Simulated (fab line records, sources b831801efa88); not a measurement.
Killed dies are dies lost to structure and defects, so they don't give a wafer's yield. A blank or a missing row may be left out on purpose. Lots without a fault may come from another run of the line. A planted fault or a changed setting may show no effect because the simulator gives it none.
Which tool did it? | flow sky130 | 6 lots, 18 wafers sampled, at 4 steps of a route of 708

WHAT THE GAUGES READ, wafer by wafer
SKY_PAD_OPEN_BOW_MEAS_13.
lot  | measured     | on            | PAD_OPEN_BOW (um)
L137 | day 46 01:18 | film_metro-02 | 69 63 58
L139 | day 46 14:29 | film_metro-04 | 43 47 38
L142 | day 47 08:48 | film_metro-04 | 60 52 37
L144 | day 47 18:42 | film_metro-04 | 43 48 38
L146 | day 48 09:01 | film_metro-04 | 42 55 63
L154 | day 50 02:19 | film_metro-03 | 49 40 38

WHICH TOOL RAN EACH LOT (tool, then ch and the chambers of the sampled wafers, then the start)
lot  | SKY_POLY_GATE_CVD_00        | SKY_METAL5_SPUTTER_00        | SKY_PASSIVATION_STRIP_12
L137 | lpcvd-01 ch 0, day 14 11:00 | pvd_sputter-03, day 43 03:46 | plasma_asher-04 ch 0,1, day 45 02:53
L139 | lpcvd-01 ch 0, day 15 01:55 | pvd_sputter-04, day 43 19:45 | plasma_asher-03 ch 0,1, day 45 14:32
L142 | lpcvd-01 ch 1, day 16 02:13 | pvd_sputter-02, day 44 12:28 | plasma_asher-03 ch 0,1, day 46 09:43
L144 | lpcvd-01 ch 1, day 16 21:32 | pvd_sputter-03, day 45 01:20 | plasma_asher-02 ch 0,1, day 46 21:05
L146 | lpcvd-01 ch 1, day 17 07:27 | pvd_sputter-03, day 45 19:04 | plasma_asher-04 ch 0,1, day 47 11:14
L154 | lpcvd-01 ch 0, day 20 13:41 | pvd_sputter-02, day 47 18:26 | plasma_asher-04 ch 0,1, day 49 07:56
- SKY_POLY_GATE_CVD_00: deposits poly-Si, target thk 180 nm, time 720 s.
- SKY_METAL5_SPUTTER_00: material Ti, target thk 15 nm, time 10 s.
- SKY_PASSIVATION_STRIP_12: strips in O2/N2.

THE ANSWER, worked out from the rows above alone
Rule: what is usual is taken from the lots themselves. Put in order of their means at a reading, lots are off if they are a third of the lots or fewer, leave a main group of 4 or more, and stand apart from it by a gap of 3 or more times the standard deviation of the main group's means; of several such gaps the widest counts. A main group whose means are all the same, to the digits that the tables above print for the reading, isn't used. A lot without any number at a reading at which 4 lots or more have one is off too. The other lots that the step has rows for count as sound.
No lot is off at any reading shown: from this, nothing can be told.

WHAT THE SIMULATOR HAD PUT IN
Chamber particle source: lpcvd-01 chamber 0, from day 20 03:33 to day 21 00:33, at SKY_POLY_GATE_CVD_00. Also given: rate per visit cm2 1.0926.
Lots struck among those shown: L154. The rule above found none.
